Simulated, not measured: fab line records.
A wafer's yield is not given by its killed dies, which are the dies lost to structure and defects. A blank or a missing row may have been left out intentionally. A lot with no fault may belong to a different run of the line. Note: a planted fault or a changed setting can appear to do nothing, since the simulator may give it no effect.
fab line records -- flow sky130 -- part 1 of 2: steps 1 to 31 of 44
record: lots: 5, wafers: 15, last-day: 49
route steps=708 shown PWDE@50 NWELL@56 VT_ADJUST_HVTP@85
lots untouched by any fault: they come from a run of this same line in which no faults occurred
start-h: hours from the record's first day to the start of the lot's first wafer shown -- wait-h: hours elapsed since this lot's preceding step -- " same as the row above -- L1.1+2: a single row standing in for several wafers -- - value missing, or start not given -- * or withheld: withheld -- < > ~ a bound
route shown NAME@n: a module of which the file shows steps, and the number in the route of the first -- usual: the fault-free wafers' mean and standard deviation -- same: alike in all rows -- chamber/n: place in a boat -- sites: the reading at each site -- _std_site: how widely they spread, as a standard deviation -- _edge_site: mean of outer sites minus mean of inner sites -- radius-mm: for every site, how far away it sits from the centre of the wafer -- mask NAME#n: copy n -- behind: tool/chamber where the wafer was last shaped -- hold: why the lot was held/for how many hours/how that ended -- device: transistor that didn't switch, given as n, p or np -- end of line: the same wafers' tests at the end of the route -- step lacking rows: just its recipe -- killed: dies that structure and defects cost at the first sort, which is not the same as the wafer's yield -- map: shows each die of a wafer: x if killed, . if not, _ if none is there
set.NAME: the setting the step ran with; set.NAME@STEP: the setting that earlier step ran with -- model.NAME: the simulator's own value behind a step, which no gauge read
a table for each step, a row for each wafer; lots at some steps of the route
services: a tool's chamber out of use, with start hour (start-h, from the record's first day; less than 0 if before it), hours out, and reason
== steps ==
step: SKY_PWDE_PEB_05
recipe: temp-c: 115, time-s: withheld
lot.wafer,tool,chamber,start-h,wait-h
L074.4+5+6,litho-track-03,0,-,-
L081.2+3+6,litho-track-04,0,-,-
L085.2+3+6,litho-track-04,0,-,-
L091.1+2+4,litho-track-04,0,-,-
L092.2+3+4,litho-track-03,0,-,-
step: SKY_PWDE_DEVELOP_06
recipe: wall-angle-deg: 90, developer: TMAH, develop-time-s: 60, dev-temp-c: 23
same: develop-time-s: 60
lot.wafer,tool,chamber,start-h,wait-h
L074.4+5+6,litho-track-03,0,-,-
L081.2+3+6,litho-track-04,0,-,-
L085.2+3+6,litho-track-04,0,-,-
L091.1+2+4,litho-track-04,0,-,-
L092.2+3+4,litho-track-03,0,-,-
step: SKY_PWDE_OVL_MEAS_07
usual: PWDE_OVL: -0.5/1.3
lot.wafer,tool,chamber,start-h,wait-h,PWDE_OVL[nm]
L074.4,overlay-02,-,66.30,-,0.0
L074.5,overlay-02,-,66.30,-,-1.6
L074.6,overlay-02,-,66.30,-,-0.3
L081.2,overlay-02,-,109.66,-,1.0
L081.3,overlay-02,-,109.66,-,-0.2
L081.6,overlay-02,-,109.66,-,2.6
L085.2,overlay-02,-,135.71,-,-0.8
L085.3,overlay-02,-,135.71,-,0.2
L085.6,overlay-02,-,135.71,-,-1.0
L091.1,overlay-02,-,161.06,-,-0.6
L091.2,overlay-02,-,161.06,-,-3.0
L091.4,overlay-02,-,161.06,-,-1.4
L092.2,overlay-02,-,181.04,-,-1.9
L092.3,overlay-02,-,181.04,-,-1.9
L092.4,overlay-02,-,181.04,-,-0.5
step: SKY_PWDE_IMPLANT_08
recipe: species: B, energy-kev: 150, dose-cm2: 3.6e+12, tilt-deg: withheld
usual: beam-energy-keV: 150.00/0.047, faraday-current-uA: 20.3/0.41
lot.wafer,tool,chamber,start-h,wait-h,beam-energy-keV,faraday-current-uA
L074.4,implanter-01,0,66.39,0.1,150.00,20.1
L074.5,implanter-01,0,66.39,0.1,149.90,21.4
L074.6,implanter-01,0,66.39,0.1,149.94,20.4
L081.2,implanter-03,0,109.72,0.0,149.93,20.2
L081.3,implanter-03,0,109.72,0.0,150.02,20.6
L081.6,implanter-03,0,109.72,0.0,150.01,20.6
L085.2,implanter-03,0,135.77,0.0,150.03,20.7
L085.3,implanter-03,0,135.77,0.0,149.95,20.5
L085.6,implanter-03,0,135.77,0.0,149.95,20.2
L091.1,implanter-03,0,161.09,0.0,150.04,19.5
L091.2,implanter-03,0,161.09,0.0,150.00,20.2
L091.4,implanter-03,0,161.09,0.0,150.04,19.3
L092.2,implanter-03,0,181.09,0.0,149.95,20.5
L092.3,implanter-03,0,181.09,0.0,149.97,20.0
L092.4,implanter-03,0,181.09,0.0,149.96,20.4
step: SKY_PWDE_STRIP_09
recipe: chemistry: O2/N2, power-w: 1400, pressure-mtorr: 1500, platen-temp-c: withheld, o2-flow-sccm: 3000, n2-flow-sccm: 300, overash-fraction: 0.5
usual: drypump-motor-current-A: 5.7/0.51, oes-product-au: 0.723/0.0046, strip-time-to-endpoint-s: 36.92/0.099
lot.wafer,tool,chamber,start-h,wait-h,drypump-motor-current-A,oes-product-au,rf-hours-counter-h,strip-time-to-endpoint-s
L074.4,plasma-asher-04,0,66.50,0.1,6.1,0.723,-,36.92
L074.5,plasma-asher-04,1,66.50,0.1,5.2,0.728,-,36.96
L074.6,plasma-asher-04,0,66.50,0.1,6.1,0.722,-,36.88
L081.2,plasma-asher-02,0,109.84,0.1,6.0,0.723,42,36.78
L081.3,plasma-asher-02,1,109.84,0.1,5.1,0.724,-,36.75
L081.6,plasma-asher-02,0,109.84,0.1,6.0,0.724,-,36.78
L085.2,plasma-asher-02,0,135.89,0.1,6.1,0.723,46,36.96
L085.3,plasma-asher-02,1,135.89,0.1,5.1,0.714,-,36.94
L085.6,plasma-asher-02,1,135.89,0.1,5.1,0.720,-,36.92
L091.1,plasma-asher-01,0,161.24,0.1,5.3,0.727,45,36.96
L091.2,plasma-asher-01,1,161.24,0.1,6.6,0.721,45,36.94
L091.4,plasma-asher-01,1,161.24,0.1,6.6,0.724,-,36.88
L092.2,plasma-asher-02,1,181.22,0.1,5.1,0.724,50,36.82
L092.3,plasma-asher-02,0,181.22,0.1,6.1,0.722,-,36.94
L092.4,plasma-asher-02,1,181.22,0.1,5.1,0.723,-,36.93
step: SKY_PWDE_TW_MEAS_10
usual: PWDE_TW: 370/4
lot.wafer,tool,chamber,start-h,wait-h,PWDE_TW
L074.4,film-metro-02,-,66.60,0.1,371
L074.5,film-metro-02,-,66.60,0.1,373
L074.6,film-metro-02,-,66.60,0.1,373
L081.2,film-metro-02,-,109.95,0.1,370
L081.3,film-metro-02,-,109.95,0.1,370
L081.6,film-metro-02,-,109.95,0.1,372
L085.2,film-metro-03,-,136.00,0.1,365
L085.3,film-metro-03,-,136.00,0.1,365
L085.6,film-metro-03,-,136.00,0.1,367
L091.1,film-metro-01,-,161.34,0.1,374
L091.2,film-metro-01,-,161.34,0.1,376
L091.4,film-metro-01,-,161.34,0.1,376
L092.2,film-metro-02,-,181.33,0.1,371
L092.3,film-metro-02,-,181.33,0.1,369
L092.4,film-metro-02,-,181.33,0.1,370
step: SKY_NWELL_DEHYDRATE_03
recipe: temp-c: 200, time-s: 60
lot.wafer,tool,chamber,start-h,wait-h
L074.4+5+6,litho-track-02,0,73.67,7.1
L081.2+3+6,litho-track-03,0,118.16,8.2
L085.2+3+6,litho-track-02,0,144.51,8.5
L091.1+2+4,litho-track-03,0,171.48,10.1
L092.2+3+4,litho-track-03,0,190.95,9.6
step: SKY_NWELL_HMDS_04
recipe: prime-time-s: 60, prime-temp-c: 120
lot.wafer,tool,chamber,start-h,wait-h
L074.4+5+6,litho-track-02,0,73.82,0.1
L081.2+3+6,litho-track-03,0,118.31,0.1
L085.2+3+6,litho-track-02,0,144.66,0.1
L091.1+2+4,litho-track-03,0,171.63,0.1
L092.2+3+4,litho-track-03,0,191.10,0.1
step: SKY_NWELL_COAT_05
recipe: spin-rpm: 2000, resist-thk-nm: 3000
lot.wafer,tool,chamber,start-h,wait-h
L074.4+5+6,litho-track-02,0,73.97,0.1
L081.2+3+6,litho-track-03,0,118.46,0.1
L085.2+3+6,litho-track-02,0,144.81,0.1
L091.1+2+4,litho-track-03,0,171.78,0.1
L092.2+3+4,litho-track-03,0,191.25,0.1
step: SKY_NWELL_SOFTBAKE_06
recipe: temp-c: 110, time-s: withheld
lot.wafer,tool,chamber,start-h,wait-h
L074.4+5+6,litho-track-02,0,74.14,0.1
L081.2+3+6,litho-track-03,0,118.61,0.1
L085.2+3+6,litho-track-02,0,144.97,0.1
L091.1+2+4,litho-track-03,0,171.93,0.1
L092.2+3+4,litho-track-03,0,191.41,0.1
step: SKY_NWELL_EXPOSE_07
recipe: mask-id: NWM, na: 0.6, source-shape: conventional, sigma-outer: 0.6, polarization: unpolarized, target-cd-nm: 840, dose-mj: 255
lot.wafer,tool,chamber,start-h,wait-h,mask
L074.4+5+6,iline-stepper-01,0,-,-,NWM#0
L081.2+3+6,iline-stepper-02,0,-,-,NWM#0
L085.2+3+6,iline-stepper-01,0,-,-,NWM#0
L091.1+2+4,iline-stepper-02,0,-,-,NWM#0
L092.2+3+4,iline-stepper-02,0,-,-,NWM#0
step: SKY_NWELL_PEB_08
recipe: temp-c: 115, time-s: withheld
lot.wafer,tool,chamber,start-h,wait-h
L074.4+5+6,litho-track-03,0,-,-
L081.2+3+6,litho-track-04,0,-,-
L085.2+3+6,litho-track-04,0,-,-
L091.1+2+4,litho-track-03,0,-,-
L092.2+3+4,litho-track-03,0,-,-
step: SKY_NWELL_DEVELOP_09
recipe: wall-angle-deg: 90, developer: TMAH, develop-time-s: 60, dev-temp-c: 23
same: develop-time-s: 60
lot.wafer,tool,chamber,start-h,wait-h
L074.4+5+6,litho-track-03,0,-,-
L081.2+3+6,litho-track-04,0,-,-
L085.2+3+6,litho-track-04,0,-,-
L091.1+2+4,litho-track-03,0,-,-
L092.2+3+4,litho-track-03,0,-,-
step: SKY_NWELL_OVL_MEAS_10
usual: NWELL_00_OVL: 0.6/1.2
lot.wafer,tool,chamber,start-h,wait-h,NWELL_00_OVL[nm]
L074.4,overlay-01,-,82.00,-,-0.7
L074.5,overlay-01,-,82.00,-,0.7
L074.6,overlay-01,-,82.00,-,0.3
L081.2,overlay-01,-,128.46,-,-0.4
L081.3,overlay-01,-,128.46,-,0.0
L081.6,overlay-01,-,128.46,-,1.1
L085.2,overlay-02,-,154.71,-,-0.4
L085.3,overlay-02,-,154.71,-,1.4
L085.6,overlay-02,-,154.71,-,0.4
L091.1,overlay-01,-,182.03,-,0.2
L091.2,overlay-01,-,182.03,-,-0.2
L091.4,overlay-01,-,182.03,-,-1.3
L092.2,overlay-02,-,202.24,-,-0.9
L092.3,overlay-02,-,202.24,-,-1.5
L092.4,overlay-02,-,202.24,-,0.2
step: SKY_NWELL_IMPLANT_11
recipe: species: P, energy-kev: 400, dose-cm2: 1.9e+13, tilt-deg: withheld
usual: beam-energy-keV: 400.00/0.12, faraday-current-uA: 106.8/2.1
lot.wafer,tool,chamber,start-h,wait-h,beam-energy-keV,faraday-current-uA
L074.4,implanter-04,0,82.09,0.1,399.87,107.0
L074.5,implanter-04,0,82.09,0.1,399.80,106.0
L074.6,implanter-04,0,82.09,0.1,400.12,111.4
L081.2,implanter-02,0,128.52,0.0,400.04,108.7
L081.3,implanter-02,0,128.52,0.0,400.13,108.3
L081.6,implanter-02,0,128.52,0.0,399.99,109.3
L085.2,implanter-03,0,154.77,0.0,399.90,107.6
L085.3,implanter-03,0,154.77,0.0,399.85,105.1
L085.6,implanter-03,0,154.77,0.0,399.97,108.9
L091.1,implanter-02,0,182.07,0.0,400.09,105.2
L091.2,implanter-02,0,182.07,0.0,400.06,106.5
L091.4,implanter-02,0,182.07,0.0,400.24,111.5
L092.2,implanter-03,0,202.29,0.0,400.13,110.4
L092.3,implanter-03,0,202.29,0.0,400.02,106.2
L092.4,implanter-03,0,202.29,0.0,400.16,104.9
step: SKY_NWELL_IMPLANT_12
recipe: species: P, energy-kev: 120, dose-cm2: 1.3e+12, tilt-deg: withheld
usual: beam-energy-keV: 119.99/0.04, faraday-current-uA: 7.34/0.16
lot.wafer,tool,chamber,start-h,wait-h,beam-energy-keV,faraday-current-uA
L074.4,implanter-04,0,82.24,0.1,119.90,7.51
L074.5,implanter-04,0,82.24,0.1,119.99,6.98
L074.6,implanter-04,0,82.24,0.1,119.91,7.05
L081.2,implanter-02,0,128.67,0.1,120.05,7.22
L081.3,implanter-02,0,128.67,0.1,120.08,7.39
L081.6,implanter-02,0,128.67,0.1,120.05,7.21
L085.2,implanter-03,0,154.92,0.1,120.05,7.13
L085.3,implanter-03,0,154.92,0.1,119.99,7.22
L085.6,implanter-03,0,154.92,0.1,120.02,7.29
L091.1,implanter-02,0,182.22,0.1,119.98,7.44
L091.2,implanter-02,0,182.22,0.1,119.97,7.21
L091.4,implanter-02,0,182.22,0.1,119.95,7.21
L092.2,implanter-03,0,202.44,0.1,119.99,7.36
L092.3,implanter-03,0,202.44,0.1,120.00,7.54
L092.4,implanter-03,0,202.44,0.1,120.02,7.39
step: SKY_NWELL_IMPLANT_13
recipe: species: P, energy-kev: 50, dose-cm2: 7e+11, tilt-deg: withheld
usual: beam-energy-keV: 50.001/0.016, faraday-current-uA: 3.95/0.08
lot.wafer,tool,chamber,start-h,wait-h,beam-energy-keV,faraday-current-uA
L074.4,implanter-04,0,82.39,0.1,50.024,3.96
L074.5,implanter-04,0,82.39,0.1,50.018,3.94
L074.6,implanter-04,0,82.39,0.1,50.024,3.80
L081.2,implanter-02,0,128.82,0.1,50.019,3.99
L081.3,implanter-02,0,128.82,0.1,50.001,3.88
L081.6,implanter-02,0,128.82,0.1,50.008,3.87
L085.2,implanter-03,0,155.07,0.1,49.981,3.91
L085.3,implanter-03,0,155.07,0.1,49.979,3.94
L085.6,implanter-03,0,155.07,0.1,49.997,3.97
L091.1,implanter-02,0,182.37,0.1,49.996,3.99
L091.2,implanter-02,0,182.37,0.1,49.997,3.97
L091.4,implanter-02,0,182.37,0.1,49.989,3.94
L092.2,implanter-03,0,202.59,0.1,49.997,3.86
L092.3,implanter-03,0,202.59,0.1,49.985,3.91
L092.4,implanter-03,0,202.59,0.1,49.993,4.03
step: SKY_NWELL_STRIP_14
recipe: chemistry: O2/N2, power-w: 1400, pressure-mtorr: 1500, platen-temp-c: withheld, o2-flow-sccm: 3000, n2-flow-sccm: 300, overash-fraction: 0.5
usual: drypump-motor-current-A: 5.7/0.56, oes-product-au: 0.722/0.0048, strip-time-to-endpoint-s: 36.93/0.096
lot.wafer,tool,chamber,start-h,wait-h,drypump-motor-current-A,oes-product-au,rf-hours-counter-h,strip-time-to-endpoint-s
L074.4,plasma-asher-02,1,82.50,0.1,5.1,0.715,-,36.91
L074.5,plasma-asher-02,0,82.50,0.1,6.0,0.727,-,36.94
L074.6,plasma-asher-02,1,82.50,0.1,5.1,0.726,-,36.86
L081.2,plasma-asher-04,0,128.94,0.1,6.1,0.729,34,37.00
L081.3,plasma-asher-04,1,128.94,0.1,5.2,0.721,-,36.89
L081.6,plasma-asher-04,1,128.94,0.1,5.1,0.716,-,36.94
L085.2,plasma-asher-03,1,155.19,0.1,6.6,0.712,4,36.97
L085.3,plasma-asher-03,1,155.19,0.1,6.5,0.718,-,36.90
L085.6,plasma-asher-03,0,155.19,0.1,5.2,0.723,-,36.95
L091.1,plasma-asher-04,0,182.52,0.1,6.1,0.725,40,36.87
L091.2,plasma-asher-04,1,182.52,0.1,5.1,0.722,40,36.98
L091.4,plasma-asher-04,1,182.52,0.1,5.2,0.724,-,36.84
L092.2,plasma-asher-03,1,202.72,0.1,6.6,0.729,8,36.81
L092.3,plasma-asher-03,1,202.72,0.1,6.5,0.717,-,36.87
L092.4,plasma-asher-03,0,202.72,0.1,5.2,0.716,-,36.90
step: SKY_NWELL_TW_MEAS_15
usual: NWELL_TW: 1803/22
lot.wafer,tool,chamber,start-h,wait-h,NWELL_TW
L074.4,film-metro-02,-,82.60,0.1,1815
L074.5,film-metro-02,-,82.60,0.1,1816
L074.6,film-metro-02,-,82.60,0.1,1829
L081.2,film-metro-03,-,129.05,0.1,1786
L081.3,film-metro-03,-,129.05,0.1,1776
L081.6,film-metro-03,-,129.05,0.1,1774
L085.2,film-metro-02,-,155.30,0.1,1796
L085.3,film-metro-02,-,155.30,0.1,1790
L085.6,film-metro-02,-,155.30,0.1,1794
L091.1,film-metro-03,-,182.62,0.1,1770
L091.2,film-metro-03,-,182.62,0.1,1764
L091.4,film-metro-03,-,182.62,0.1,1769
L092.2,film-metro-02,-,202.83,0.1,1812
L092.3,film-metro-02,-,202.83,0.1,1810
L092.4,film-metro-02,-,202.83,0.1,1820
step: SKY_NWELL_DEHYDRATE_16
recipe: temp-c: 200, time-s: 60
lot.wafer,tool,chamber,start-h,wait-h
L074.4+5+6,litho-track-04,0,90.73,8.1
L081.2+3+6,litho-track-03,0,137.50,8.4
L085.2+3+6,litho-track-03,0,164.65,9.3
L091.1+2+4,litho-track-03,0,192.23,9.6
L092.2+3+4,litho-track-03,0,213.15,10.3
step: SKY_NWELL_HMDS_17
recipe: prime-time-s: 60, prime-temp-c: 120
lot.wafer,tool,chamber,start-h,wait-h
L074.4+5+6,litho-track-04,0,90.88,0.1
L081.2+3+6,litho-track-03,0,137.65,0.1
L085.2+3+6,litho-track-03,0,164.80,0.1
L091.1+2+4,litho-track-03,0,192.38,0.1
L092.2+3+4,litho-track-03,0,213.30,0.1
step: SKY_NWELL_COAT_18
recipe: spin-rpm: 2000, resist-thk-nm: 3000
lot.wafer,tool,chamber,start-h,wait-h
L074.4+5+6,litho-track-04,0,91.03,0.1
L081.2+3+6,litho-track-03,0,137.80,0.1
L085.2+3+6,litho-track-03,0,164.95,0.1
L091.1+2+4,litho-track-03,0,192.53,0.1
L092.2+3+4,litho-track-03,0,213.45,0.1
step: SKY_NWELL_SOFTBAKE_19
recipe: temp-c: 110, time-s: withheld
lot.wafer,tool,chamber,start-h,wait-h
L074.4+5+6,litho-track-04,0,91.21,0.1
L081.2+3+6,litho-track-03,0,137.96,0.1
L085.2+3+6,litho-track-03,0,165.11,0.1
L091.1+2+4,litho-track-03,0,192.68,0.1
L092.2+3+4,litho-track-03,0,213.61,0.1
step: SKY_NWELL_EXPOSE_20
recipe: mask-id: NWM_COMPLEMENT, na: 0.6, source-shape: conventional, sigma-outer: 0.6, polarization: unpolarized, target-cd-nm: 840, dose-mj: 260
lot.wafer,tool,chamber,start-h,wait-h,mask
L074.4+5+6,iline-stepper-01,0,-,-,NWM_COMPLEMENT#0
L081.2+3+6,iline-stepper-02,0,-,-,NWM_COMPLEMENT#0
L085.2+3+6,iline-stepper-01,0,-,-,NWM_COMPLEMENT#0
L091.1+2+4,iline-stepper-02,0,-,-,NWM_COMPLEMENT#0
L092.2+3+4,iline-stepper-01,0,-,-,NWM_COMPLEMENT#0
step: SKY_NWELL_PEB_21
recipe: temp-c: 115, time-s: withheld
lot.wafer,tool,chamber,start-h,wait-h
L074.4+5+6,litho-track-02,0,-,-
L081.2+3+6,litho-track-03,0,-,-
L085.2+3+6,litho-track-03,0,-,-
L091.1+2+4,litho-track-02,0,-,-
L092.2+3+4,litho-track-04,0,-,-
step: SKY_NWELL_DEVELOP_22
recipe: wall-angle-deg: 90, developer: TMAH, develop-time-s: 60, dev-temp-c: 23
same: develop-time-s: 60
lot.wafer,tool,chamber,start-h,wait-h
L074.4+5+6,litho-track-02,0,-,-
L081.2+3+6,litho-track-03,0,-,-
L085.2+3+6,litho-track-03,0,-,-
L091.1+2+4,litho-track-02,0,-,-
L092.2+3+4,litho-track-04,0,-,-
step: SKY_NWELL_OVL_MEAS_23
usual: NWELL_01_OVL: -0.4/1.3
lot.wafer,tool,chamber,start-h,wait-h,NWELL_01_OVL[nm]
L074.4,overlay-01,-,99.51,-,-1.1
L074.5,overlay-01,-,99.51,-,0.0
L074.6,overlay-01,-,99.51,-,-1.1
L081.2,overlay-02,-,147.24,-,0.3
L081.3,overlay-02,-,147.24,-,-0.9
L081.6,overlay-02,-,147.24,-,-1.3
L085.2,overlay-01,-,175.54,-,0.0
L085.3,overlay-01,-,175.54,-,0.5
L085.6,overlay-01,-,175.54,-,2.8
L091.1,overlay-01,-,203.89,-,0.2
L091.2,overlay-01,-,203.89,-,1.4
L091.4,overlay-01,-,203.89,-,0.0
L092.2,overlay-01,-,225.06,-,-2.1
L092.3,overlay-01,-,225.06,-,-0.9
L092.4,overlay-01,-,225.06,-,0.7
step: SKY_NWELL_IMPLANT_24
recipe: species: B, energy-kev: 140, dose-cm2: 9.2e+12, tilt-deg: withheld
usual: beam-energy-keV: 140.00/0.041, faraday-current-uA: 51.8/1
lot.wafer,tool,chamber,start-h,wait-h,beam-energy-keV,faraday-current-uA
L074.4,implanter-03,0,99.60,0.1,140.01,52.9
L074.5,implanter-03,0,99.60,0.1,139.98,51.5
L074.6,implanter-03,0,99.60,0.1,140.02,51.8
L081.2,implanter-02,0,147.29,0.0,140.00,54.2
L081.3,implanter-02,0,147.29,0.0,140.03,51.9
L081.6,implanter-02,0,147.29,0.0,139.94,51.4
L085.2,implanter-03,0,175.59,0.0,139.93,52.3
L085.3,implanter-03,0,175.59,0.0,139.92,52.9
L085.6,implanter-03,0,175.59,0.0,139.97,51.5
L091.1,implanter-04,0,203.93,0.0,140.02,49.7
L091.2,implanter-04,0,203.93,0.0,139.98,51.0
L091.4,implanter-04,0,203.93,0.0,139.98,52.2
L092.2,implanter-04,0,225.12,0.0,140.00,50.7
L092.3,implanter-04,0,225.12,0.0,139.98,53.8
L092.4,implanter-04,0,225.12,0.0,139.98,51.7
step: SKY_NWELL_STRIP_25
recipe: chemistry: O2/N2, power-w: 1400, pressure-mtorr: 1500, platen-temp-c: withheld, o2-flow-sccm: 3000, n2-flow-sccm: 300, overash-fraction: 0.5
usual: drypump-motor-current-A: 5.7/0.56, oes-product-au: 0.722/0.0048, strip-time-to-endpoint-s: 36.95/0.093
lot.wafer,tool,chamber,start-h,wait-h,drypump-motor-current-A,oes-product-au,rf-hours-counter-h,strip-time-to-endpoint-s
L074.4,plasma-asher-04,0,99.71,0.1,6.1,0.715,-,36.95
L074.5,plasma-asher-04,1,99.71,0.1,5.2,0.723,-,36.90
L074.6,plasma-asher-04,0,99.71,0.1,6.1,0.721,-,36.89
L081.2,plasma-asher-02,0,147.42,0.1,6.0,0.725,47,37.00
L081.3,plasma-asher-02,1,147.42,0.1,5.1,0.728,-,37.09
L081.6,plasma-asher-02,1,147.42,0.1,5.1,0.718,-,36.96
L085.2,plasma-asher-03,1,175.72,0.1,6.5,0.727,6,37.03
L085.3,plasma-asher-03,1,175.72,0.1,6.5,0.722,-,36.97
L085.6,plasma-asher-03,0,175.72,0.1,5.2,0.722,-,37.00
L091.1,plasma-asher-02,0,204.08,0.1,6.1,0.727,52,37.05
L091.2,plasma-asher-02,1,204.08,0.1,5.1,0.733,52,37.01
L091.4,plasma-asher-02,1,204.08,0.1,5.1,0.714,-,36.92
L092.2,plasma-asher-04,0,225.24,0.1,6.1,0.727,44,37.11
L092.3,plasma-asher-04,0,225.24,0.1,6.2,0.714,-,37.05
L092.4,plasma-asher-04,1,225.24,0.1,5.2,0.725,-,37.06
step: SKY_NWELL_TW_MEAS_26
usual: NWELL_2_TW: 492/5.8
lot.wafer,tool,chamber,start-h,wait-h,NWELL_2_TW
L074.4,film-metro-03,-,99.81,0.1,483
L074.5,film-metro-03,-,99.81,0.1,486
L074.6,film-metro-03,-,99.81,0.1,486
L081.2,film-metro-03,-,147.53,0.1,487
L081.3,film-metro-03,-,147.53,0.1,488
L081.6,film-metro-03,-,147.53,0.1,488
L085.2,film-metro-02,-,175.83,0.1,487
L085.3,film-metro-02,-,175.83,0.1,490
L085.6,film-metro-02,-,175.83,0.1,488
L091.1,film-metro-03,-,204.18,0.1,486
L091.2,film-metro-03,-,204.18,0.1,484
L091.4,film-metro-03,-,204.18,0.1,486
L092.2,film-metro-01,-,225.35,0.1,495
L092.3,film-metro-01,-,225.35,0.1,498
L092.4,film-metro-01,-,225.35,0.1,498
step: SKY_NWELL_CLEAN_27
recipe: chemistry: SC1/SC2, mix: 1:4:20, temp-c: 70, time-s: 150, dry: n2-spin
usual: temp-c: 69.97/0.11
lot.wafer,tool,chamber,start-h,wait-h,temp-c
L074.4,wet-bench-02,0,99.84,0.0,69.94
L074.5,wet-bench-02,0,99.84,0.0,70.14
L074.6,wet-bench-02,0,99.84,0.0,69.76
L081.2,wet-bench-01,0,147.58,0.0,69.89
L081.3,wet-bench-01,0,147.58,0.0,70.04
L081.6,wet-bench-01,0,147.58,0.0,69.79
L085.2,wet-bench-04,1,175.88,0.0,69.81
L085.3,wet-bench-04,1,175.88,0.0,69.97
L085.6,wet-bench-04,1,175.88,0.0,69.86
L091.1,wet-bench-04,2,204.24,0.1,69.93
L091.2,wet-bench-04,2,204.24,0.1,69.90
L091.4,wet-bench-04,2,204.24,0.1,70.04
L092.2,wet-bench-04,1,225.40,0.0,70.19
L092.3,wet-bench-04,1,225.40,0.0,70.09
L092.4,wet-bench-04,1,225.40,0.0,70.04
